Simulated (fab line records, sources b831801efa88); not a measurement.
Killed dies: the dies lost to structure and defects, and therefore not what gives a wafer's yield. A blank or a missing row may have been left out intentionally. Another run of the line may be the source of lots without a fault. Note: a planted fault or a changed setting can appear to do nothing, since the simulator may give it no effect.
Matching of chambers -- flow sfq_line -- 4 sister chambers for SFQ_TRILAYER_I6_CMP_CMP_166 on cmp-02
The step polishes SiO2. 8 wafers are shown with their chamber, then 9 later ones without.

## EACH WAFER AND ITS CHAMBER
wafer,chamber,motor_current_A (A),edge_zone_pressure_frac
L128.1,0,9.1,0.993
L128.2,1,10.6,0.996
L131.2,3,9.3,1.001
L131.1,2,10.4,1.000
L131.6,0,9.5,0.995
L141.1,3,9.3,1.003
L141.2,1,10.4,0.996
L141.4,2,10.1,0.997

## WAFERS MISSING THEIR CHAMBER
wafer,motor_current_A (A),edge_zone_pressure_frac
L143.3,9.0,0.995
L143.5,9.0,1.003
L143.6,9.5,0.997
L145.2,10.5,1.000
L145.3,9.7,1.001
L145.6,11.0,0.995
L147.1,10.6,1.003
L147.2,9.4,1.012
L147.5,9.0,1.006

## WHICH CHAMBER EACH WENT THROUGH
wafer,from the rows above,in truth
L143.3,0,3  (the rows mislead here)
L143.5,3,3
L143.6,can't be placed: 0 or 3 or 2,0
L145.2,can't be placed: 2 or 1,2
L145.3,can't be placed: 3 or 2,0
L145.6,can't be placed: 1 or 2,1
L147.1,can't be placed: 2 or 1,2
L147.2,3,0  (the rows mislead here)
L147.5,3,3
Placed correctly: 2 of 9. Cannot be placed on the basis of these rows: 5; the candidates contain the true chamber in 4. Wrongly placed: 2.
How it was worked out, from the rows above alone: a wafer's distance from a chamber is the root of the sum, over the readings, of the square of ((its reading less the chamber's mean) divided by the reading's scatter). The wafer belongs to the nearest chamber; if the next one is less than 2 further off, it can't be placed. Each chamber's mean is taken over the wafers shown for it. How the scatter is found: for the shown wafers, subtract from each reading the mean of its chamber, square and add these, divide the total by (wafers less chambers), then take the root.
